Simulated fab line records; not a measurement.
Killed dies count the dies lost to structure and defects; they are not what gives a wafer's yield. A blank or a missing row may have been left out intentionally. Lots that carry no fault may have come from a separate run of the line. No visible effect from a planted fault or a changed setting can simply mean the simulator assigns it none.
Comparing a struck lot with a sound one :: flow sky130 :: 15 steps out of a route of 708
Sound: the wafers L880.3, L880.5, L880.6. Wafers L886.1, L886.4, L886.6 were the ones struck. At the end, the cause is stated.
Per side, at each step with rows, come the tool, then ch with its chambers, and then its first start. Under that, the readings that differ: sound wafers :: struck wafers :: difference of the means :: sigmas: that difference in standard deviations of wafers without a fault.
alike: a reading whose means differ by less than 2 such deviations, as well as words and numbers matching on both sides. not compared: withheld readings; readings where some wafer has no value; bounds like >300 that might hide an equal value; numbers whose values overlap and for which the record gives no deviation.
A row with sigmas, a row that says differs or no value, or rows on one side alone: a step with any of these is where the two part. Non-overlapping numbers with no deviation appear without sigmas and do not part them. A reading that every wafer of one side lacks parts them only if that side has two wafers or more.

first, 6 steps without rows for these wafers: SKY_GATE_OXIDE_HMDS_04 (prime time 60 s); SKY_GATE_OXIDE_COAT_05 (resist thk 1140 nm); SKY_GATE_OXIDE_SOFTBAKE_06 (time 60 s); SKY_GATE_OXIDE_EXPOSE_07 (exposes mask LVOM, target cd 600 nm); SKY_GATE_OXIDE_PEB_08; SKY_GATE_OXIDE_DEVELOP_09 (develop time 60 s).
SKY_GATE_OXIDE_OVL_MEAS_10:
  sound on overlay-02 at day 17 01:50; struck on overlay-01 at day 19 03:49
  alike: GATE_OXIDE_OVL
then, 2 steps without rows for these wafers: SKY_GATE_OXIDE_IMPLANT_11; SKY_GATE_OXIDE_WET_ETCH_12 (etches SiO2 in dHF, target depth 16.8 nm, time 336 s).
SKY_GATE_OXIDE_STRIP_13: strips in O2/N2.
  sound on plasmaAsher-04 ch 0,1, day 17 02:08; struck on plasmaAsher-03 ch 0, day 19 04:14
reading: stripTimeToEndpointS (s)
sound: 14.25 14.23 14.18
struck: 14.14 14.10 14.07
difference: -0.12
sigmas: -3
  alike: drypumpMotorCurrentA, oesProductAu
  not compared: rfHoursCounterH
SKY_GATE_OXIDE_TW_MEAS_14:
  sound on filmMetro-04 at day 17 02:14; struck on filmMetro-02 at day 19 04:20
reading: GATE_OXIDE_TW
sound: 228.9 229.9 228.6
struck: 224.3 223.4 223.3
difference: -5.5
sigmas: -2
then, 1 step without rows for these wafers: SKY_GATE_OXIDE_CLEAN_15 (cleans in SC1/SC2, time 150 s).
-- the record jumps here: 5 days lie between the struck wafers' starts before and after --
SKY_GATE_OXIDE_OXIDATION_16: stabilise 600 s, purge 300 s, target thk 3.57 nm.
  sound on furnace-02 ch 0, day 17 04:17; struck on furnace-01 ch 0, day 24 05:50
then, 1 step without rows for these wafers: SKY_POLY_GATE_CVD_00 (deposits poly-Si, target thk 180 nm, time 720 s).
-- here the record skips 30 days between the struck wafers' starts before and after, leaving off in module POLY_GATE and picking up in module PAD_OPEN (first step shown: number 708 of the route) --
SKY_PAD_OPEN_PROBE_99:
  sound on prober-02 at day 48 02:00; struck on prober-02 at day 54 14:11
reading: model.etest.capThinOxide.gateBvV (V)
sound: 6.932 6.673 7.028
struck: 6.413 6.183 6.47
difference: -0.522
sigmas: 
  alike: killed_at_M0_to_M3, killed_at_M4_up, killedAtContacts, killedAtFrontEnd, killedAtOther, killedDies, killedOpen, killedShort

WHERE THEY PART
Earliest at SKY_GATE_OXIDE_STRIP_13; latest, in this record, at SKY_GATE_OXIDE_TW_MEAS_14. Later steps at which nothing parts them and some readings are alike: SKY_PAD_OPEN_PROBE_99.

WHY: whatever the simulator had introduced
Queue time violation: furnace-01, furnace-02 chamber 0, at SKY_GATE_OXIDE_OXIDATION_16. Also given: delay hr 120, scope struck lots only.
